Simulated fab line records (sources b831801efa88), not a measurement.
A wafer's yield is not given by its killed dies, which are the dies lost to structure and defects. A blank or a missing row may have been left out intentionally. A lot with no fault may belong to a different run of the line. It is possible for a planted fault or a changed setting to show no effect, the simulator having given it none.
The tool behind it: which one? | flow gf180mcu | Sampling: 13 lots, 39 wafers, 5 of 602 route steps

WHAT THE GAUGES READ, wafer by wafer
GF_PSD_CD_MEAS_07: the cd target is 400 nm.
lot  | measured     | on        | cd-nm (nm)
L297 | day 14 04:32 | cd-sem-02 | 405.3 403.7 403.8
L298 | day 14 18:47 | cd-sem-02 | 399.5 396.4 397.0
L299 | day 15 04:04 | cd-sem-01 | 401.1 400.7 401.8
L300 | day 15 09:25 | cd-sem-01 | 398.1 399.6 400.8
L301 | day 15 14:59 | cd-sem-01 | 398.2 399.2 398.4
L302 | day 15 20:33 | cd-sem-01 | 396.9 398.4 397.7
L303 | day 16 19:05 | cd-sem-02 | 402.0 400.2 400.8
L309 | day 18 14:16 | cd-sem-02 | 398.0 399.1 400.4
L310 | day 18 20:51 | cd-sem-02 | 400.8 398.9 401.2
L315 | day 20 21:43 | cd-sem-02 | 394.5 393.2 392.6
L316 | day 20 22:17 | cd-sem-02 | 401.4 401.0 399.4
L317 | day 21 07:44 | cd-sem-02 | 399.7 400.4 399.5
L318 | day 21 11:10 | cd-sem-02 | 391.2 390.3 392.5 391.4 390.7 392.4

GF_V3_THK_MEAS_01.
lot  | measured     | on            | V3_CVD_00_THK (nm)
L297 | day 21 07:28 | film-metro-01 | 595 599 596
L298 | day 22 02:01 | film-metro-02 | 599 599 594
L299 | day 22 09:24 | film-metro-01 | 596 600 604
L300 | day 22 17:32 | film-metro-03 | 600 596 600
L301 | day 22 21:52 | film-metro-01 | 597 601 595
L302 | day 23 04:20 | film-metro-03 | 599 606 603
L303 | day 24 02:07 | film-metro-03 | 596 607 601
L309 | day 25 17:46 | film-metro-03 | 611 600 595
L310 | day 26 02:13 | film-metro-03 | 600 603 600
L315 | day 27 17:31 | film-metro-02 | 601 609 599
L316 | day 27 18:11 | film-metro-01 | 595 606 605
L317 | day 28 02:19 | film-metro-03 | 594 603 598
L318 | day 28 06:25 | film-metro-03 | 595 599 604

GF_V4_OVL_MEAS_15.
lot  | measured     | on         | V4_OVL (nm)
L297 | day 24 07:55 | overlay-01 | -9 -4 -9
L298 | day 25 02:27 | overlay-01 | -1 -6 1
L299 | day 25 08:26 | overlay-01 | -7 -11 -3
L300 | day 25 15:26 | overlay-02 | 7 -1 5
L301 | day 25 19:27 | overlay-01 | 0 -8 -6
L302 | day 26 01:21 | overlay-02 | -12 -11 -4
L303 | day 26 20:52 | overlay-02 | -11 2 -2
L309 | day 28 10:40 | overlay-02 | -6 -4 -4
L310 | day 28 18:35 | overlay-01 | 2 8 0
L315 | day 30 10:40 | overlay-01 | -3 -4 -7
L316 | day 30 10:53 | overlay-02 | 5 8 8
L317 | day 30 15:56 | overlay-02 | -5 -7 -2
L318 | day 30 22:03 | overlay-01 | 6 -1 -3

EACH LOT AND THE TOOL THAT RAN IT (in order: tool; ch and the chambers of the sampled wafers; start)
lot  | GF_PSD_DEVELOP_06                 | GF_V1_SPUTTER_21
L297 | litho-track-02 ch 0, day 14 04:23 | pvd-sputter-03, day 18 02:59
L298 | litho-track-01 ch 0, day 14 18:38 | pvd-sputter-02, day 18 19:14
L299 | litho-track-02 ch 0, day 15 03:55 | pvd-sputter-02, day 19 05:19
L300 | litho-track-01 ch 0, day 15 09:17 | pvd-sputter-02, day 19 11:48
L301 | litho-track-01 ch 0, day 15 14:50 | pvd-sputter-03, day 19 18:10
L302 | litho-track-04 ch 0, day 15 20:24 | pvd-sputter-04, day 19 23:30
L303 | litho-track-02 ch 0, day 16 18:56 | pvd-sputter-04, day 20 23:14
L309 | litho-track-01 ch 0, day 18 14:07 | pvd-sputter-04, day 22 17:50
L310 | litho-track-04 ch 0, day 18 20:42 | pvd-sputter-04, day 23 03:37
L315 | litho-track-01 ch 0, day 20 21:34 | pvd-sputter-03, day 24 22:35
L316 | litho-track-02 ch 0, day 20 22:08 | pvd-sputter-02, day 24 23:40
L317 | litho-track-02 ch 0, day 21 07:35 | pvd-sputter-03, day 25 07:58
L318 | litho-track-01 ch 0, day 21 11:01 | pvd-sputter-03, day 25 12:08
- GF_PSD_DEVELOP_06: develop time 60 s.
- GF_V1_SPUTTER_21: material Ti, target thk 15 nm, time 80.02 s.

AS READ BY THE TOOLS THEMSELVES (means over the sampled wafers that have a number; for cases with no such wafer, the mark the record gives instead)
GF_PSD_DEVELOP_06.
lot  | tool           | developer-temp-C (C) | resist-line-temp-C (C)
L297 | litho-track-02 | 23.02                | 22.94
L298 | litho-track-01 | 23.02                | 22.91
L299 | litho-track-02 | 22.92                | 23.05
L300 | litho-track-01 | 23.06                | 23.00
L301 | litho-track-01 | 22.91                | 22.95
L302 | litho-track-04 | 22.89                | 23.00
L303 | litho-track-02 | 22.95                | 23.02
L309 | litho-track-01 | 23.04                | 22.92
L310 | litho-track-04 | 23.03                | 23.25
L315 | litho-track-01 | 25.31                | 22.90
L316 | litho-track-02 | 23.06                | 23.07
L317 | litho-track-02 | 23.13                | 23.07
L318 | litho-track-01 | 25.32                | 23.06

GF_V1_SPUTTER_21.
lot  | tool           | chamber-pressure-pa (Pa) | throttle-valve-pct (%)
L297 | pvd-sputter-03 | 5.000                    | 30.4
L298 | pvd-sputter-02 | 5.011                    | 29.6
L299 | pvd-sputter-02 | 5.006                    | 29.8
L300 | pvd-sputter-02 | 4.994                    | 29.4
L301 | pvd-sputter-03 | 4.994                    | 28.9
L302 | pvd-sputter-04 | 5.006                    | 30.3
L303 | pvd-sputter-04 | 4.987                    | 30.4
L309 | pvd-sputter-04 | 5.008                    | 30.5
L310 | pvd-sputter-04 | 5.006                    | 30.7
L315 | pvd-sputter-03 | 4.999                    | 30.4
L316 | pvd-sputter-02 | 4.993                    | 29.9
L317 | pvd-sputter-03 | 5.001                    | 28.2
L318 | pvd-sputter-03 | 4.988                    | 30.5

THE ANSWER, worked out from the rows above alone
Rule: the lots themselves supply what counts as usual. Put in order of their means at a reading, lots are off if they are a third of the lots or fewer, leave a main group of 4 or more, and stand apart from it by a gap of 3 or more times the standard deviation of the main group's means; of several such gaps the widest counts. The tables above print the reading to a certain number of digits; a main group whose means all agree to those digits is not used. A lot without any number at a reading at which 4 lots or more have one is off too. The other lots that the step has rows for count as sound. Order of review: gauges by route order, followed by the tools' own readings, for which a lot's mean as printed above is used. The first step at which some lot is off is used, and at that step the reading that is off furthest; a lot without a number counts as furthest.
Off at GF_PSD_DEVELOP_06 (developer-temp-C): L315, L318. Mean 23.00 C and standard deviation 0.072 in the main group.
If a tool, at that step or one of the process steps before it, ran each lot that is off and ran no sound lot following the first of them, it fits. One candidate fits, namely litho-track-01 at GF_PSD_DEVELOP_06. Its last sound lot is L309 (day 18 14:07), its first lot that is off L315 (day 20 21:34): a fault that began between those two fits.
On the lots that are off, the tool's own readings at GF_PSD_DEVELOP_06 differ by more than 5 times the standard deviation of the sound lots' means, which bears it out; developer-temp-C reads 25.31 C there versus 23.00 C on the sound lots.

WHAT WAS PUT IN BY THE SIMULATOR
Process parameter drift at GF_PSD_DEVELOP_06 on litho-track-01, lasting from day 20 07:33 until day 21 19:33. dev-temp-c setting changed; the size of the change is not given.
Shown lots that were struck: L315, L318. The rule given above showed the same thing.
